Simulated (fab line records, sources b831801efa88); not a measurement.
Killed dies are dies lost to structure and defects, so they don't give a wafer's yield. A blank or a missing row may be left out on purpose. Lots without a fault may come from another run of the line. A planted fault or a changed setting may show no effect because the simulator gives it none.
A struck lot beside a sound one | flow sky130 | 16 steps out of a route of 708
Sound: wafers L241.1, L241.3, L241.4. Struck: wafers L251.1, L251.6. (L251.3 of the same lot was not struck and is left out.) The cause comes at the end.
At each step with rows: each side's tool, then ch and its chambers, then its first start. Under that, the readings that differ: sound wafers | struck wafers | difference of the means | sigmas: that difference in standard deviations of wafers without a fault.
alike: readings whose means differ by less than 2 such deviations, and words and numbers that are the same on both sides. not compared: withheld readings, readings that some wafer has no value for, bounds like >300 that may hide the same value, and numbers for which the record gives no deviation and whose values overlap.
The two part at a step that has a row with sigmas, a row that says differs or no value, or rows on one side only. Numbers that don't overlap but have no deviation are shown without sigmas and don't part them. A reading that every wafer of one side lacks parts them only if that side has two wafers or more.

first, 2 steps without rows for these wafers: SKY_METAL3_PEB_11; SKY_METAL3_DEVELOP_12 (develop time 57.97 s).
SKY_METAL3_CD_MEAS_13: target cd 300 nm.
  sound on cd_sem-01, day 40 10:56; struck on cd_sem-01, day 42 19:26
  alike: cd_nm
SKY_METAL3_OVL_MEAS_14:
  sound on overlay-02, day 40 11:03; struck on overlay-02, day 42 19:33
  alike: METAL3_OVL
SKY_METAL3_DESCUM_15: chemistry O2, time 8 s.
  sound on rie_metal-03 ch 0,1, day 40 11:05; struck on rie_metal-04 ch 1, day 42 19:35
  alike: drypump_motor_current_A, oes_product_au
  not compared: rf_hours_counter_h
SKY_METAL3_ETCH_16: etches BARC in N2/H2, stops on SiO2, time 88.2 s, target depth 60 nm.
  sound on rie_metal-03 ch 0,1, day 40 11:07; struck on rie_metal-04 ch 1, day 42 19:37
  alike: drypump_motor_current_A, oes_product_au, throttle_valve_pct
  not compared: rf_hours_counter_h
SKY_METAL3_ETCH_17: etches SiO2 in C4F8/O2/Ar, stops on TiN, time 3.9 s, target depth 15 nm.
  sound on rie_diel-04 ch 1,2,3, day 40 11:13; struck on rie_diel-04 ch 2,3, day 42 19:43
  alike: oes_product_au
  not compared: rf_hours_counter_h
SKY_METAL3_METAL_ETCH_18: etches the open film in Cl2/BCl3, stops on SiO2, target depth 845 nm, time 183.1 s.
  sound on rie_metal-01 ch 0, day 40 11:14; struck on rie_metal-03 ch 0, day 42 19:44
  alike: drypump_motor_current_A, oes_product_au, throttle_valve_pct
  not compared: rf_hours_counter_h
SKY_METAL3_STRIP_19: strips in O2/N2.
  sound on plasma_asher-04 ch 0,1, day 40 11:35; struck on plasma_asher-02 ch 0,1, day 42 19:55
  alike: drypump_motor_current_A, oes_product_au, strip_time_to_endpoint_s
  not compared: rf_hours_counter_h
then, 3 steps without rows for these wafers: SKY_METAL3_STRIP_20 (strips in post etch residue remover, time 1200 s); SKY_METAL3_CLEAN_21 (cleans in IPA, time 180 s); SKY_METAL3_CLEAN_22 (cleans in O3/DIW).
SKY_VIA3_HDPCVD_00: deposits SiO2, target thk 1635 nm, time 272.5 s.
  sound on hdpcvd-02 ch 0,1, day 40 12:18; struck on hdpcvd-02 ch 1, day 42 20:54
  reading                                  | sound          | struck    | difference | sigmas
  model.SiO2_of_VIA3_HDPCVD_00.thk_nm (nm) | 1606 1616 1617 | 1033 1008 | -592       |
SKY_VIA3_THK_MEAS_01:
  sound on film_metro-03, day 40 12:28; struck on film_metro-04, day 42 21:04
  reading              | sound          | struck    | difference | sigmas
  VIA3_HDPCVD_THK (nm) | 1607 1616 1616 | 1033 1007 | -593       | -35
then, 1 step without rows for these wafers: SKY_VIA3_CMP_02 (polishes SiO2).
-- the record jumps here: 6 days lie between the struck wafers' starts before and after (it left off in module VIA3 and takes up again in module PAD_OPEN, whose first step shown is number 708 of the route) --
SKY_PAD_OPEN_PROBE_99:
  sound on prober-01, day 47 10:46; struck on prober-02, day 49 08:02
  reading                               | sound                | struck        | difference | sigmas
  model.etest.met4_comb.leak_log10_a_um | -12.13 -12.03 -12.02 | -6.962 -6.888 | +5.135     |

WHERE THEY PART
Only at SKY_VIA3_THK_MEAS_01, within this record.

WHY: what the simulator had put in
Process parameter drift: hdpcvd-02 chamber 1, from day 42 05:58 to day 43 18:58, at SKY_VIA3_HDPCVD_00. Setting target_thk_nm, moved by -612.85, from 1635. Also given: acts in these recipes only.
